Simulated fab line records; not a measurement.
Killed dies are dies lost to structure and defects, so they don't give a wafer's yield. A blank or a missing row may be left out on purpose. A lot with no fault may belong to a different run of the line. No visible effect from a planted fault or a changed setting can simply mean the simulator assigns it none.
fab line records	flow sky130
[record] lots = 11	wafers = 33	last_day = 49
route steps=708 shown VT_ADJUST_HVTR@141 SONOS_TUNNEL@166 SONOS_ONO@169 POLY_GATE@204
lots that met no fault: taken from a fault-free run of the same line
start_h: hours from the record's first day to the start of the lot's first wafer shown	wait_h: hours elapsed since this lot's preceding step	" repeats the value in the row above	L1.1+2: a single row standing in for several wafers	- no value, or no start was given	* or withheld: withheld	< > ~ a bound
route shown NAME@n: a module of which the file shows steps, and the number in the route of the first	usual: the fault-free wafers' mean and standard deviation	same: alike in all rows	chamber/n: place in a boat	sites: each site's reading	_std_site: their standard deviation	_edge_site: outer sites' mean less inner sites'	radius_mm: how far each site lies from the wafer's centre	mask NAME#n: copy n	behind: tool/chamber where the wafer was last shaped	hold: reason for holding the lot/hours on hold/outcome of the hold	device: the n, p or np transistor that did not switch	end of line: tests of these same wafers at the route's end	a step without rows: its recipe alone	killed: dies lost to structure and defects at the first sort, not the wafer's yield	map: dies across one wafer; x = killed, . = not, _ = none there
set.NAME: the setting as run; set.NAME@STEP: as run at that earlier step	model.NAME: the simulator's own value behind a step, which no gauge read
one table for each step of the route and one row for each wafer, over a sample of lots
services: from which hour (start_h, from the record's first day; less than 0 if before it) a tool's chamber was out of use, for how many hours, and why
[[steps]]
[step SKY_VT_ADJUST_HVTR_STRIP_10]
[recipe] chemistry = O2/N2	power_w = 1400	pressure_mtorr = 1500	platen_temp_c = withheld	o2_flow_sccm = 3000	n2_flow_sccm = 300	overash_fraction = 0.5
[usual] drypump_motor_current_A = 5.63/0.27	oes_product_au = 0.716/0.0047	strip_time_to_endpoint_s = 14.21/0.039
lot.wafer	tool	chamber	start_h	wait_h	drypump_motor_current_A	oes_product_au	rf_hours_counter_h	strip_time_to_endpoint_s
L213.2	plasma_asher-03	1	207.49	0.1	5.61	0.709	10	14.24
L213.4	"	1	"	"	5.63	0.709	-	14.20
L213.6	"	0	"	"	5.58	0.715	-	14.22
L214.2	plasma_asher-03	1	212.08	0.1	5.61	0.715	10	14.21
L214.4	"	0	"	"	5.55	0.722	-	14.23
L214.6	"	1	"	"	5.60	0.715	-	14.21
L215.2	plasma_asher-03	1	217.10	0.1	5.59	0.723	11	14.18
L215.3	"	1	"	"	5.59	0.713	-	14.17
L215.5	"	0	"	"	5.54	0.707	-	14.20
L216.1	plasma_asher-03	1	222.58	0.1	5.61	0.723	11	14.24
L216.3	"	1	"	"	5.61	0.707	-	14.25
L216.5	"	0	"	"	5.51	0.720	-	14.26
L217.1	plasma_asher-01	0	232.50	0.1	5.02	0.713	55	14.22
L217.4	"	0	"	"	5.03	0.718	-	14.28
L217.6	"	1	"	"	5.91	0.718	-	14.19
L219.1	plasma_asher-03	1	245.43	0.1	5.61	0.714	13	14.26
L219.4	"	1	"	"	5.61	0.720	-	14.22
L219.5	"	0	"	"	5.57	0.723	-	14.22
L220.3	plasma_asher-02	1	254.18	0.1	5.71	0.715	-	14.22
L220.5	"	0	"	"	6.07	0.710	-	14.24
L220.6	"	1	"	"	5.69	0.716	-	14.23
L221.1	plasma_asher-03	1	261.63	0.1	5.61	0.712	15	14.19
L221.2	"	0	"	"	5.51	0.723	15	14.15
L221.4	"	0	"	"	5.51	0.718	-	14.15
L223.3	plasma_asher-01	0	274.17	0.1	5.08	0.715	-	14.18
L223.4	"	1	"	"	5.87	0.719	-	14.18
L223.5	"	1	"	"	5.85	0.717	-	14.21
L228.1	plasma_asher-03	1	315.40	0.1	5.59	0.716	20	14.26
L228.4	"	1	"	"	5.60	0.716	-	14.29
L228.5	"	0	"	"	5.56	0.717	-	14.25
L230.1	plasma_asher-02	0	330.10	0.1	6.10	0.724	67	14.15
L230.2	"	1	"	"	5.68	0.715	67	14.17
L230.6	"	1	"	"	5.71	0.713	-	14.16
[step SKY_SONOS_TUNNEL_TW_MEAS_12]
[usual] SONOS_TUNNEL_TW = 197.1/1.8
lot.wafer	tool	chamber	start_h	wait_h	SONOS_TUNNEL_TW
L213.2	film_metro-04	-	253.62	0.0	198.3
L213.4	"	-	"	"	198.3
L213.6	"	-	"	"	198.9
L214.2	film_metro-01	-	258.06	0.0	194.5
L214.4	"	-	"	"	195.1
L214.6	"	-	"	"	194.1
L215.2	film_metro-03	-	262.46	0.0	197.3
L215.3	"	-	"	"	197.8
L215.5	"	-	"	"	198.3
L216.1	film_metro-03	-	269.65	0.0	197.3
L216.3	"	-	"	"	198.0
L216.5	"	-	"	"	197.7
L217.1	film_metro-04	-	280.90	0.0	198.1
L217.4	"	-	"	"	196.8
L217.6	"	-	"	"	196.0
L219.1	film_metro-03	-	295.04	0.0	198.9
L219.4	"	-	"	"	197.2
L219.5	"	-	"	"	198.4
L220.3	film_metro-04	-	304.91	0.0	198.4
L220.5	"	-	"	"	197.9
L220.6	"	-	"	"	199.1
L221.1	film_metro-01	-	312.14	0.0	196.0
L221.2	"	-	"	"	195.2
L221.4	"	-	"	"	194.7
L223.3	film_metro-01	-	326.08	0.0	195.5
L223.4	"	-	"	"	196.0
L223.5	"	-	"	"	196.4
L228.1	film_metro-04	-	370.59	0.0	198.4
L228.4	"	-	"	"	197.9
L228.5	"	-	"	"	198.1
L230.1	film_metro-04	-	386.61	0.0	197.3
L230.2	"	-	"	"	199.1
L230.6	"	-	"	"	198.4
[step SKY_SONOS_ONO_THK_MEAS_01]
[recipe] reads = SiO2_of_SONOS_ONO_OXIDATION_00
[usual] SONOS_ONO_OXIDATION_THK = 2.60/0.056
lot.wafer	tool	chamber	start_h	wait_h	SONOS_ONO_OXIDATION_THK[nm]
L213.2	film_metro-02	-	255.66	0.0	2.53
L213.4	"	-	"	"	2.60
L213.6	"	-	"	"	2.60
L214.2	film_metro-03	-	260.44	0.0	2.53
L214.4	"	-	"	"	2.61
L214.6	"	-	"	"	2.52
L215.2	film_metro-02	-	264.81	0.0	2.59
L215.3	"	-	"	"	2.56
L215.5	"	-	"	"	2.64
L216.1	film_metro-01	-	271.73	0.0	2.65
L216.3	"	-	"	"	2.63
L216.5	"	-	"	"	2.56
L217.1	film_metro-01	-	282.67	0.0	2.64
L217.4	"	-	"	"	2.66
L217.6	"	-	"	"	2.62
L219.1	film_metro-03	-	296.46	0.0	2.60
L219.4	"	-	"	"	2.64
L219.5	"	-	"	"	2.67
L220.3	film_metro-02	-	307.39	0.0	2.47
L220.5	"	-	"	"	2.54
L220.6	"	-	"	"	2.47
L221.1	film_metro-01	-	314.65	0.0	2.62
L221.2	"	-	"	"	2.57
L221.4	"	-	"	"	2.55
L223.3	film_metro-02	-	328.00	0.0	2.59
L223.4	"	-	"	"	2.59
L223.5	"	-	"	"	2.62
L228.1	film_metro-03	-	372.01	0.0	2.51
L228.4	"	-	"	"	2.60
L228.5	"	-	"	"	2.58
L230.1	film_metro-03	-	388.47	0.0	2.57
L230.2	"	-	"	"	2.62
L230.6	"	-	"	"	2.58
[step SKY_POLY_GATE_CVD_00]
[recipe] material = poly-Si	target_thk_nm = 180	temp_c = 620	time_s = 720	pressure_mtorr = 200
[usual] spike_tc_centre_C = 621.1/1.3	spike_tc_top_C = 641.0/2.8	spike_tc_upper_C = 619.0/1.1	zone_power_centre_pct = 9.83/0.15	zone_power_top_pct = 18.5/0.86	zone_power_upper_pct = 8.3/1.2
lot.wafer	tool	chamber	start_h	wait_h	spike_tc_centre_C	spike_tc_top_C	spike_tc_upper_C	zone_power_centre_pct	zone_power_top_pct	zone_power_upper_pct
L213.2	lpcvd-01	1	313.30	0.0	618.7	638.0	616.7	9.84	19.7	9.8
L213.4	"	1	"	"	619.3	635.9	618.7	9.61	19.7	9.8
L213.6	"	1	"	"	619.3	637.0	618.6	9.72	19.5	9.6
L214.2	lpcvd-01	0	318.16	0.0	622.5	643.5	618.2	9.92	17.9	7.4
L214.4	"	0	"	"	622.7	642.9	620.1	10.09	17.6	7.4
L214.6	"	0	"	"	621.2	644.4	620.2	9.72	17.6	7.2
L215.2	lpcvd-01	1	323.73	0.0	618.3	637.2	618.6	9.70	19.6	9.8
L215.3	"	1	"	"	619.9	639.6	618.0	9.61	19.5	10.0
L215.5	"	1	"	"	619.3	638.4	618.5	9.74	19.6	10.0
L216.1	lpcvd-01	1	331.52	0.0	620.7	637.6	618.7	9.68	19.6	9.9
L216.3	"	1	"	"	619.2	638.8	617.6	9.81	19.8	9.7
L216.5	"	1	"	"	619.8	637.3	620.5	9.61	19.8	9.9
L217.1	lpcvd-01	0	343.70	0.0	622.4	642.4	618.2	9.97	17.6	7.2
L217.4	"	0	"	"	621.4	643.6	619.9	9.95	17.9	7.2
L217.6	"	0	"	"	622.8	643.1	620.2	9.90	18.1	7.3
L219.1	lpcvd-01	0	356.40	0.0	622.9	643.6	617.9	9.91	17.9	7.4
L219.4	"	0	"	"	622.7	641.4	620.6	10.06	17.9	7.3
L219.5	"	0	"	"	622.3	643.9	618.6	9.71	18.0	7.3
L220.3	lpcvd-01	1	367.97	0.0	619.7	636.7	618.9	9.84	19.5	9.8
L220.5	"	1	"	"	620.5	636.9	618.6	9.71	19.4	9.7
L220.6	"	1	"	"	621.1	638.2	620.5	9.66	19.4	9.7
L221.1	lpcvd-01	0	377.85	0.0	622.1	642.7	620.1	9.85	17.7	7.4
L221.2	"	0	"	"	621.7	642.4	619.5	9.99	17.6	7.3
L221.4	"	0	"	"	621.1	641.4	620.0	9.99	18.0	7.3
L223.3	lpcvd-01	0	391.50	0.0	622.9	642.3	620.2	9.90	17.9	7.3
L223.4	"	0	"	"	621.6	644.9	618.3	9.90	17.6	7.4
L223.5	"	0	"	"	620.9	642.5	618.8	9.97	17.7	7.3
L228.1	lpcvd-01	0	438.96	0.0	629.0	653.4	562.3	14.84	23.4	0.0
L228.4	"	0	"	"	630.1	653.3	562.9	14.93	23.9	0.0
L228.5	"	0	"	"	630.0	652.5	562.8	14.77	23.3	0.0
L230.1	lpcvd-01	1	455.23	0.0	621.5	637.3	619.1	9.61	19.5	9.8
L230.2	"	1	"	"	620.6	638.3	617.8	9.78	19.3	9.9
L230.6	"	1	"	"	620.1	637.7	619.1	9.89	19.6	9.9
[step SKY_POLY_GATE_THK_MEAS_01]
[recipe] reads = poly-Si_of_POLY_GATE_CVD_00
[usual] POLY_GATE_CVD_00_THK = 180.1/1.5
lot.wafer	tool	chamber	start_h	wait_h	hold	POLY_GATE_CVD_00_THK[nm]
L213.2	film_metro-04	-	314.51	0.0	-	179.2
L213.4	"	-	"	"	-	179.4
L213.6	"	-	"	"	-	179.8
L214.2	film_metro-04	-	319.37	0.0	-	180.8
L214.4	"	-	"	"	-	180.7
L214.6	"	-	"	"	-	180.5
L215.2	film_metro-04	-	324.94	0.0	-	180.3
L215.3	"	-	"	"	-	179.7
L215.5	"	-	"	"	-	180.1
L216.1	film_metro-03	-	332.72	0.0	-	180.0
L216.3	"	-	"	"	-	180.5
L216.5	"	-	"	"	-	179.9
L217.1	film_metro-02	-	344.90	0.0	-	181.2
L217.4	"	-	"	"	-	183.8
L217.6	"	-	"	"	-	182.7
L219.1	film_metro-04	-	357.60	0.0	-	183.1
L219.4	"	-	"	"	-	181.0
L219.5	"	-	"	"	-	180.8
L220.3	film_metro-04	-	369.19	0.0	-	180.3
L220.5	"	-	"	"	-	180.4
L220.6	"	-	"	"	-	179.9
L221.1	film_metro-04	-	379.05	0.0	-	180.8
L221.2	"	-	"	"	-	179.1
L221.4	"	-	"	"	-	180.3
L223.3	film_metro-03	-	392.72	0.0	-	179.1
L223.4	"	-	"	"	-	179.1
L223.5	"	-	"	"	-	179.4
L228.1	film_metro-04	-	440.16	0.0	await_dispo/0.2h/release	115.0
L228.4	"	-	"	"	await_dispo/0.2h/release	104.0
L228.5	"	-	"	"	await_dispo/0.2h/release	104.9
L228.1	film_metro-04	-	440.39	0.2	-	115.0
L228.4	"	-	"	"	-	103.9
L228.5	"	-	"	"	-	104.8
L230.1	film_metro-02	-	456.43	0.0	-	179.9
L230.2	"	-	"	"	-	179.1
L230.6	"	-	"	"	-	180.4
[[services]]
tool	chamber	start_h	hours	kind
lpcvd-01	-	247.58	6.1	pm
lpcvd-01	-	295.53	6.0	pm
plasma_asher-01	-	360.48	13.5	repair
plasma_asher-01	-	383.41	2.2	repair
plasma_asher-02	-	415.73	0.4	repair
plasma_asher-01	-	421.25	9.0	pm
plasma_asher-01	0	421.25	9.0	vent_cycle
plasma_asher-01	1	421.25	9.0	vent_cycle
plasma_asher-01	0	430.25	-	clean
plasma_asher-01	1	430.25	-	clean
lpcvd-01	-	435.31	2.4	repair
[[key]]
[first_sign] step = SKY_POLY_GATE_CVD_00	reading = spike_tc_upper_C	direction = down	sigmas = 52	usual = 619.0	struck = 562.6
[effect] step = SKY_POLY_GATE_CVD_00	reading = zone_power_centre_pct	direction = up	sigmas = 34	usual = 9.83	struck = 14.85
[effect] step = SKY_POLY_GATE_THK_MEAS_01	reading = visit	direction = added
[effect] step = SKY_POLY_GATE_THK_MEAS_01	reading = POLY_GATE_CVD_00_THK	direction = down	sigmas = 47	usual = 180.1	struck = 107.9
met_at SKY_POLY_GATE_CVD_00
struck_lots L228
struck_wafers L228.1,L228.4,L228.5
scrapped_behind SKY_POLY_GATE_THK_MEAS_01 L228.1,L228.4,L228.5
not_acting_at SKY_VT_ADJUST_HVTR_STRIP_10,SKY_SONOS_TUNNEL_TW_MEAS_12,SKY_SONOS_ONO_THK_MEAS_01
onset_between 391.50 438.96
[fault] kind = process_parameter_drift	tool = lpcvd-01	chamber = 0	onset_h = 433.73	steps = SKY_POLY_GATE_CVD_00	channel = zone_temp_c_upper	offset = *	shape = step	end_h = 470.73
